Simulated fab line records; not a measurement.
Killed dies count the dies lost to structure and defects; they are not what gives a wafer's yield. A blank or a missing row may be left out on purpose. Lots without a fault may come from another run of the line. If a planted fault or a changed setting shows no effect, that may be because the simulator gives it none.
One fault through the eyes of 2 desks    flow gf180mcu    each desk has only its own numbers; what lay behind them comes last

== FROM THE METROLOGY DESK ==
What the gauges read, lot by lot, whatever tool the lot ran on: means of the sampled wafers that have a number. Marked OUT: a lot whose mean sits more than 4 standard deviations from the usual mean, which makes it out of limits; the brackets give that distance.
Columns: A = HV_LDD_TW at GF_HV_LDD_TW_MEAS_11, usual 2390; B = NSD_TW at GF_NSD_TW_MEAS_12, usual 4225
lot   first seen here  A     B
L147  day 10 08:04     2402  4248
L149  day 10 17:27     2401  4255
L150  day 11 01:23     2367  4215
L151  day 11 12:29     2370  4201
L155  day 12 16:06     2398  4236
L156  day 13 02:16     2395  4265
L157  day 13 10:11     2401  4272
L163  day 15 01:32     2420  4206
L165  day 15 21:22     2404  4231
L166  day 16 00:35     2397  4262
L167  day 16 06:22     2399  4209
L168  day 16 22:02     2390  4184
L169  day 17 03:35     2355  4190
Result from this desk: across the 13 lots, nothing is out of limits.

== THE TOOL OWNER'S DESK: implanter-02 ==
GF_NSD_IMPLANT_10, tool's own readings: per-lot mean of the sampled wafers with a number, covering each lot this tool ran. Marked OUT: a lot whose mean sits more than 4 standard deviations from the usual mean, which makes it out of limits; the brackets give that distance.
Columns: A = beam-energy-keV at GF_NSD_IMPLANT_10, usual 39.999
lot   first seen here  A
L149  day 14 04:06     39.997
L150  day 14 19:42     39.990
L156  day 16 22:02     45.292 (+99 or more) OUT
L157  day 17 02:22     45.303 (+99 or more) OUT
L165  day 19 23:21     40.007
L169  day 21 07:43     40.019
Finding of this desk: L156, L157 out of limits; the first was L156 at day 16 22:02, on beam-energy-keV at GF_NSD_IMPLANT_10. L149, L150, L165, L169: within limits.

== BROUGHT TOGETHER ==
An alarm could have come from the tool owner's desk at day 16 22:02, on L156, L157.
Nothing out of limits was seen by the metrology desk.
The metrology desk holds a record of L156, L157, inside its limits.
The lots listed all ran GF_NSD_IMPLANT_10 on implanter-02.

== WHAT HAD BEEN PUT IN BY THE SIMULATOR ==
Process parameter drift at GF_NSD_IMPLANT_10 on implanter-02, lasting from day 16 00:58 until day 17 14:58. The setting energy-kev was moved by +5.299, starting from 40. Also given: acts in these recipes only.
Shown lots that were struck: L156, L157.
How many hours passed from the start of the fault until each desk's first out-of-limits reading: the tool owner's desk, 21.
